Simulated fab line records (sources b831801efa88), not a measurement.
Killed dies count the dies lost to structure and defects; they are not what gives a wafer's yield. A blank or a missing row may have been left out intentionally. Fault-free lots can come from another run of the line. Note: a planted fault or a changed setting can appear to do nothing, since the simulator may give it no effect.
Which tool did it? | flow gf180mcu | 36 wafers from 12 lots sampled at 6 of the route's 602 steps

## WHAT THE GAUGES READ, wafer by wafer
GF_NSD_CD_MEAS_07 targets a cd of 400 nm. Usual: cd-nm 400.2 nm, standard deviation 2.3.
lot  | measured     | on        | cd-nm (nm)        | flag
L509 | day 13 04:29 | cd-sem-02 | 398.8 400.5 398.4 |
L510 | day 13 14:32 | cd-sem-01 | 398.1 397.2 398.3 |
L512 | day 14 05:53 | cd-sem-02 | 401.5 400.7 401.2 |
L514 | day 15 00:32 | cd-sem-01 | 397.0 399.5 398.3 |
L515 | day 15 08:11 | cd-sem-01 | 403.5 401.0 402.5 |
L523 | day 18 04:38 | cd-sem-02 | 401.7 402.1 400.7 |
L524 | day 18 16:01 | cd-sem-02 | 396.4 396.1 398.3 |
L526 | day 19 08:31 | cd-sem-02 | 402.8 400.0 403.0 |
L529 | day 20 07:56 | cd-sem-01 | 400.0 396.2 400.9 |
L530 | day 20 14:58 | cd-sem-02 | 398.0 397.7 393.8 |
L531 | day 21 00:50 | cd-sem-01 | 399.2 399.1 401.7 |
L532 | day 21 07:25 | cd-sem-02 | 399.7 398.2 400.0 |

GF_PSD_CD_MEAS_07 targets a cd of 400 nm. Usual: cd-nm 399.6 nm, standard deviation 2.4.
lot  | measured     | on        | cd-nm (nm)        | flag
L509 | day 14 01:55 | cd-sem-01 | 399.5 399.7 398.8 |
L510 | day 14 11:41 | cd-sem-01 | 402.0 399.1 400.1 |
L512 | day 15 04:04 | cd-sem-01 | 402.5 405.2 401.3 |
L514 | day 15 23:24 | cd-sem-02 | 398.9 398.4 399.4 |
L515 | day 16 07:17 | cd-sem-02 | 398.3 401.9 398.4 |
L523 | day 19 04:31 | cd-sem-01 | 394.3 395.9 396.5 |
L524 | day 19 16:16 | cd-sem-01 | 402.1 403.2 404.1 |
L526 | day 20 08:52 | cd-sem-01 | 401.8 401.6 403.9 |
L529 | day 21 08:11 | cd-sem-02 | 396.0 396.9 396.2 |
L530 | day 21 14:25 | cd-sem-01 | 397.3 398.7 400.4 |
L531 | day 22 00:53 | cd-sem-01 | 404.2 402.9 403.5 |
L532 | day 22 07:25 | cd-sem-01 | 394.7 395.0 396.0 |

GF_PSD_RS_MEAS_14: measurement is done with a four-point probe. Usual: NSD_RS typically reads 46.15 ohm/sq, with standard deviation 0.095.
lot  | measured     | on            | NSD_RS (ohm/sq)   | flag
L509 | day 14 02:31 | film-metro-02 | 46.15 46.21 46.31 |
L510 | day 14 12:17 | film-metro-02 | 46.06 46.15 46.14 |
L512 | day 15 04:41 | film-metro-04 | 46.01 46.12 46.05 |
L514 | day 16 00:02 | film-metro-02 | 46.06 45.98 46.07 |
L515 | day 16 07:52 | film-metro-02 | 46.21 46.33 46.30 |
L523 | day 19 05:11 | film-metro-04 | 46.53 46.45 46.51 | OFF
L524 | day 19 16:52 | film-metro-02 | 46.56 46.54 46.54 | OFF
L526 | day 20 09:28 | film-metro-01 | 46.20 46.15 46.07 |
L529 | day 21 08:47 | film-metro-04 | 46.17 46.18 46.20 |
L530 | day 21 15:01 | film-metro-01 | 46.00 45.96 46.03 |
L531 | day 22 01:31 | film-metro-04 | 46.26 46.19 46.26 |
L532 | day 22 08:04 | film-metro-02 | 46.04 46.12 46.20 |

## WHAT TOOL EACH LOT RAN ON (gives the tool, then ch and the chambers of the sampled wafers, and finally the start)
lot  | GF_HV_LDD_STRIP_22                   | GF_NSD_IMPLANT_09               | GF_NSD_STRIP_11
L509 | plasma-asher-02 ch 0,1, day 10 16:57 | implanter-01 ch 0, day 13 04:38 | plasma-asher-02 ch 0, day 13 04:56
L510 | plasma-asher-04 ch 0,1, day 11 00:02 | implanter-01 ch 0, day 13 14:41 | plasma-asher-02 ch 0,1, day 13 14:59
L512 | plasma-asher-03 ch 0,1, day 11 14:26 | implanter-01 ch 0, day 14 06:02 | plasma-asher-01 ch 0,1, day 14 06:20
L514 | plasma-asher-02 ch 0,1, day 12 07:48 | implanter-02 ch 0, day 15 00:42 | plasma-asher-01 ch 0,1, day 15 00:59
L515 | plasma-asher-02 ch 0,1, day 12 15:09 | implanter-04 ch 0, day 15 08:20 | plasma-asher-01 ch 0,1, day 15 08:38
L523 | plasma-asher-02 ch 1, day 15 03:59   | implanter-01 ch 0, day 18 04:48 | plasma-asher-03 ch 0,1, day 18 05:05
L524 | plasma-asher-04 ch 0,1, day 15 13:14 | implanter-01 ch 0, day 18 16:11 | plasma-asher-01 ch 0,1, day 18 16:29
L526 | plasma-asher-04 ch 0,1, day 16 06:11 | implanter-04 ch 0, day 19 08:41 | plasma-asher-01 ch 1, day 19 08:59
L529 | plasma-asher-04 ch 0,1, day 17 05:17 | implanter-04 ch 0, day 20 08:06 | plasma-asher-03 ch 0,1, day 20 08:23
L530 | plasma-asher-02 ch 0,1, day 17 12:59 | implanter-04 ch 0, day 20 15:08 | plasma-asher-02 ch 0,1, day 20 15:26
L531 | plasma-asher-03 ch 0,1, day 17 21:38 | implanter-02 ch 0, day 21 01:00 | plasma-asher-01 ch 0,1, day 21 01:17
L532 | plasma-asher-03 ch 0,1, day 17 23:44 | implanter-02 ch 0, day 21 07:35 | plasma-asher-02 ch 0,1, day 21 07:53
- GF_HV_LDD_STRIP_22: strips in O2/N2.
- GF_NSD_IMPLANT_09
- GF_NSD_STRIP_11: strips in O2/N2.

## WHAT THE TOOLS THEMSELVES READ (means of the sampled wafers that have a number; where no wafer has one, the mark that the record gives instead)
GF_HV_LDD_STRIP_22. Usual: drypump-motor-current-A 5.7 A, standard deviation 0.48; heater-power-w 335 W, standard deviation 47; n2-flow-sccm 300.0 sccm, standard deviation 0.92; oes-product-au 0.716 a.u., standard deviation 0.0048; strip-time-to-endpoint-s 12.62 s, standard deviation 0.034.
lot  | tool            | drypump-motor-current-A (A) | heater-power-w (W) | n2-flow-sccm (sccm) | oes-product-au (a.u.) | strip-time-to-endpoint-s (s) | flag
L509 | plasma-asher-02 | 5.9                         | 383                | 300.3               | 0.715                 | 12.57                        |
L510 | plasma-asher-04 | 6.0                         | 356                | 300.6               | 0.717                 | 12.56                        |
L512 | plasma-asher-03 | 5.4                         | 311                | 299.3               | 0.712                 | 12.61                        |
L514 | plasma-asher-02 | 6.0                         | 380                | 300.5               | 0.721                 | 12.69                        |
L515 | plasma-asher-02 | 5.6                         | 345                | 300.1               | 0.716                 | 12.65                        |
L523 | plasma-asher-02 | 6.3                         | 418                | 299.3               | 0.721                 | 12.65                        |
L524 | plasma-asher-04 | 6.1                         | 349                | 299.9               | 0.711                 | 12.63                        |
L526 | plasma-asher-04 | 5.9                         | 312                | 300.2               | 0.714                 | 12.64                        |
L529 | plasma-asher-04 | 6.0                         | 347                | 299.4               | 0.718                 | 12.61                        |
L530 | plasma-asher-02 | 5.6                         | 345                | 300.6               | 0.716                 | 12.62                        |
L531 | plasma-asher-03 | 5.2                         | 321                | 299.4               | 0.708                 | 12.60                        |
L532 | plasma-asher-03 | 5.4                         | 317                | 300.3               | 0.719                 | 12.66                        |

GF_NSD_IMPLANT_09. Usual: beam-energy-keV 59.999, standard deviation 0.019.
lot  | tool         | beam-energy-keV | flag
L509 | implanter-01 | 59.993          |
L510 | implanter-01 | 60.011          |
L512 | implanter-01 | 60.003          |
L514 | implanter-02 | 59.984          |
L515 | implanter-04 | 60.000          |
L523 | implanter-01 | 58.799          | OFF
L524 | implanter-01 | 58.787          | OFF
L526 | implanter-04 | 60.019          |
L529 | implanter-04 | 59.979          |
L530 | implanter-04 | 59.989          |
L531 | implanter-02 | 60.019          |
L532 | implanter-02 | 59.996          |

GF_NSD_STRIP_11. Usual: drypump-motor-current-A 5.9 A, standard deviation 0.5; heater-power-w 311 W, standard deviation 52; n2-flow-sccm 300.0 sccm, standard deviation 0.83; oes-product-au 0.487 a.u., standard deviation 0.0044; strip-time-to-endpoint-s 22.95 s, standard deviation 0.036.
lot  | tool            | drypump-motor-current-A (A) | heater-power-w (W) | n2-flow-sccm (sccm) | oes-product-au (a.u.) | strip-time-to-endpoint-s (s) | flag
L509 | plasma-asher-02 | 5.3                         | 306                | 300.1               | 0.491                 | 22.92                        |
L510 | plasma-asher-02 | 6.0                         | 378                | 299.6               | 0.488                 | 22.95                        |
L512 | plasma-asher-01 | 6.1                         | 294                | 300.2               | 0.490                 | 22.91                        |
L514 | plasma-asher-01 | 6.1                         | 297                | 300.1               | 0.485                 | 22.99                        |
L515 | plasma-asher-01 | 6.1                         | 299                | 300.8               | 0.489                 | 22.87                        |
L523 | plasma-asher-03 | 5.2                         | 319                | 299.0               | 0.496                 | 22.79                        | OFF
L524 | plasma-asher-01 | 6.2                         | 272                | 300.7               | 0.489                 | 22.81                        | OFF
L526 | plasma-asher-01 | 6.0                         | 317                | 300.0               | 0.486                 | 22.94                        |
L529 | plasma-asher-03 | 5.4                         | 312                | 300.9               | 0.488                 | 22.97                        |
L530 | plasma-asher-02 | 5.6                         | 336                | 300.7               | 0.490                 | 22.96                        |
L531 | plasma-asher-01 | 6.3                         | 271                | 300.2               | 0.490                 | 22.97                        |
L532 | plasma-asher-02 | 5.6                         | 339                | 300.1               | 0.487                 | 22.94                        |

## THE ANSWER, worked out from the rows above alone
Rule: a lot is off if the mean of its wafers that have a number lies more than 3 standard deviations from the usual mean. A lot without any number at a reading at which 4 lots or more have one is off too. The other lots that the step has rows for count as sound. First the gauges in route order, then the tools' own readings, where a lot's mean is used as printed above. At the first step where some lot is off, the reading lying furthest off is the one used; lots without a number count as furthest.
Off: L523, L524, seen at GF_PSD_RS_MEAS_14 (NSD_RS).
A tool fits if, at a process step before that reading, it ran every lot that is off, and no sound lot after the first of them. The gauges at GF_PSD_RS_MEAS_14 aren't tried: what is off there is off at GF_NSD_IMPLANT_09 too, on other tools, and a gauge's error can't cause that. One fits: implanter-01 at GF_NSD_IMPLANT_09. A fault onset in the window from L512 (day 14 06:02, its last sound lot) to L523 (day 18 04:48, its first lot off) fits.
On the lots that are off, the tool's own readings at GF_NSD_IMPLANT_09 differ by more than 5 times the standard deviation of the sound lots' means, which bears it out; beam-energy-keV reads 58.793 there versus 59.999 on the sound lots.

## WHAT WAS PUT IN BY THE SIMULATOR
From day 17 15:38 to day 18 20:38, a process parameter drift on implanter-01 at GF_NSD_IMPLANT_09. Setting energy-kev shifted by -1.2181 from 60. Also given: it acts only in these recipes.
Struck lots among those shown: L523, L524. The rule given above showed the same thing.
